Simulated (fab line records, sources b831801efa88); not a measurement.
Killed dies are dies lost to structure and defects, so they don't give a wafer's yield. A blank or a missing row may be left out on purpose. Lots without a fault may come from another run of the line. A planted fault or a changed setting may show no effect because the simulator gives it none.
Which tool did it? | flow sky130 | 11 lots, 33 wafers sampled, at 2 steps of a route of 708

WHAT THE GAUGES READ, wafer by wafer
SKY_POLY_GATE_THK_MEAS_01.
lot  | measured     | on            | POLY_GATE_CVD_00_THK (nm)
L431 | day 14 09:09 | film_metro-04 | 179.1 178.2 178.3
L432 | day 14 19:01 | film_metro-04 | 179.5 177.1 179.9
L433 | day 14 21:52 | film_metro-04 | 177.6 177.8 177.3
L434 | day 15 06:04 | film_metro-04 | 182.0 181.2 180.3
L435 | day 15 16:43 | film_metro-04 | 181.8 181.9 180.8
L436 | day 15 21:16 | film_metro-02 | 179.7 180.0 178.8
L438 | day 17 01:56 | film_metro-01 | 180.9 180.3 180.5
L440 | day 17 12:23 | film_metro-02 | 182.7 181.1 181.2
L443 | day 18 14:22 | film_metro-02 | 178.7 178.5 179.8
L446 | day 19 11:03 | film_metro-04 | 138.8 138.9 139.6
L447 | day 19 20:31 | film_metro-01 | 142.7 143.2 143.2

WHICH TOOL RAN EACH LOT (tool, then ch and the chambers of the sampled wafers, then the start)
lot  | SKY_POLY_GATE_CVD_00
L431 | lpcvd-01 ch 1, day 14 07:57
L432 | lpcvd-01 ch 0, day 14 17:48
L433 | lpcvd-01 ch 0, day 14 20:38
L434 | lpcvd-01 ch 1, day 15 04:52
L435 | lpcvd-01 ch 1, day 15 15:31
L436 | lpcvd-01 ch 0, day 15 20:04
L438 | lpcvd-01 ch 1, day 17 00:43
L440 | lpcvd-01 ch 0, day 17 11:10
L443 | lpcvd-01 ch 1, day 18 13:09
L446 | lpcvd-01 ch 0, day 19 09:50
L447 | lpcvd-01 ch 1, day 19 18:42
- SKY_POLY_GATE_CVD_00: deposits poly-Si, target thk 180 nm, time 720 s.

THE ANSWER, worked out from the rows above alone
Rule: what is usual is taken from the lots themselves. Put in order of their means at a reading, lots are off if they are a third of the lots or fewer, leave a main group of 4 or more, and stand apart from it by a gap of 3 or more times the standard deviation of the main group's means; of several such gaps the widest counts. A main group whose means are all the same, to the digits that the tables above print for the reading, isn't used. A lot without any number at a reading at which 4 lots or more have one is off too. The other lots that the step has rows for count as sound.
Off: L446, L447, at SKY_POLY_GATE_THK_MEAS_01 (POLY_GATE_CVD_00_THK). The main group: mean 179.8 nm, standard deviation 1.4.
A tool fits if, at a process step before that reading, it ran every lot that is off, and no sound lot after the first of them. The gauges at SKY_POLY_GATE_THK_MEAS_01 are tried like those tools. One fits: lpcvd-01 at SKY_POLY_GATE_CVD_00. Its last sound lot is L443 (day 18 13:09), its first lot that is off L446 (day 19 09:50): a fault that began between those two fits.

WHAT THE SIMULATOR HAD PUT IN
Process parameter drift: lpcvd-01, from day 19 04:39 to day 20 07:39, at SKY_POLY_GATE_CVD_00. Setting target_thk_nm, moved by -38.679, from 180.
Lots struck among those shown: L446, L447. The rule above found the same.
